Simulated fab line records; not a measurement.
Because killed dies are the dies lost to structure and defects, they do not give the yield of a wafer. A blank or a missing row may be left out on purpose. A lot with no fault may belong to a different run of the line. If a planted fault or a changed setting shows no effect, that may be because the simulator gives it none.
Matching of chambers || flow sky130 || rie_diel-02 running SKY_FIELD_ISO_ETCH_14: 4 sister chambers
The step etches BARC in N2/H2, stops on SiO2, time 45.9 s, target depth 60 nm. 8 wafers are shown with their chamber, then 11 later ones without.

WAFERS, EACH WITH ITS CHAMBER
{"wafer": "L083.4", "chamber": 3, "drypump_motor_current_A (A)": 5.5, "oes_product_au (a.u.)": 0.856}
{"wafer": "L085.1", "chamber": 2, "drypump_motor_current_A (A)": 6.4, "oes_product_au (a.u.)": 0.854}
{"wafer": "L085.6", "chamber": 3, "drypump_motor_current_A (A)": 5.4, "oes_product_au (a.u.)": 0.860}
{"wafer": "L087.4", "chamber": 2, "drypump_motor_current_A (A)": 6.4, "oes_product_au (a.u.)": 0.856}
{"wafer": "L090.3", "chamber": 0, "drypump_motor_current_A (A)": 5.1, "oes_product_au (a.u.)": 0.856}
{"wafer": "L090.5", "chamber": 0, "drypump_motor_current_A (A)": 5.1, "oes_product_au (a.u.)": 0.860}
{"wafer": "L090.6", "chamber": 1, "drypump_motor_current_A (A)": 6.3, "oes_product_au (a.u.)": 0.849}
{"wafer": "L091.2", "chamber": 1, "drypump_motor_current_A (A)": 6.3, "oes_product_au (a.u.)": 0.849}

WAFERS WITH NO CHAMBER GIVEN
{"wafer": "L091.4", "drypump_motor_current_A (A)": 5.5, "oes_product_au (a.u.)": 0.844}
{"wafer": "L091.5", "drypump_motor_current_A (A)": 5.1, "oes_product_au (a.u.)": 0.861}
{"wafer": "L093.2", "drypump_motor_current_A (A)": 6.4, "oes_product_au (a.u.)": 0.846}
{"wafer": "L093.3", "drypump_motor_current_A (A)": 6.3, "oes_product_au (a.u.)": 0.850}
{"wafer": "L093.5", "drypump_motor_current_A (A)": 5.5, "oes_product_au (a.u.)": 0.851}
{"wafer": "L094.1", "drypump_motor_current_A (A)": 6.5, "oes_product_au (a.u.)": 0.856}
{"wafer": "L094.2", "drypump_motor_current_A (A)": 5.5, "oes_product_au (a.u.)": 0.859}
{"wafer": "L094.6", "drypump_motor_current_A (A)": 5.1, "oes_product_au (a.u.)": 0.858}
{"wafer": "L095.1", "drypump_motor_current_A (A)": 6.4, "oes_product_au (a.u.)": 0.853}
{"wafer": "L095.2", "drypump_motor_current_A (A)": 5.1, "oes_product_au (a.u.)": 0.856}
{"wafer": "L095.3", "drypump_motor_current_A (A)": 6.3, "oes_product_au (a.u.)": 0.862}

CHAMBER TAKEN BY EACH
{"wafer": "L091.4", "from the rows above": 3, "in truth": 3}
{"wafer": "L091.5", "from the rows above": 0, "in truth": 0}
{"wafer": "L093.2", "from the rows above": "can't be placed: 1 or 2", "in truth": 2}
{"wafer": "L093.3", "from the rows above": 1, "in truth": 1}
{"wafer": "L093.5", "from the rows above": 3, "in truth": 3}
{"wafer": "L094.1", "from the rows above": 2, "in truth": 2}
{"wafer": "L094.2", "from the rows above": 3, "in truth": 3}
{"wafer": "L094.6", "from the rows above": 0, "in truth": 0}
{"wafer": "L095.1", "from the rows above": 2, "in truth": 2}
{"wafer": "L095.2", "from the rows above": 0, "in truth": 0}
{"wafer": "L095.3", "from the rows above": "can't be placed: 2 or 1", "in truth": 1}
Correct placement for 9 of the 11. From these rows, 2 cannot be placed; in 2 the true chamber is one of the candidates. 0 placed wrongly.
How it was worked out, from the rows above alone: a wafer's distance from a chamber is the root of the sum, over the readings, of the square of ((its reading less the chamber's mean) divided by the reading's scatter). The wafer belongs to the nearest chamber; if the next one is less than 2 further off, it can't be placed. The mean given for a chamber averages the wafers shown for that chamber. The scatter is the square root of a quotient: the sum, over the shown wafers, of each reading's squared deviation from its chamber's mean, divided by wafers minus chambers.
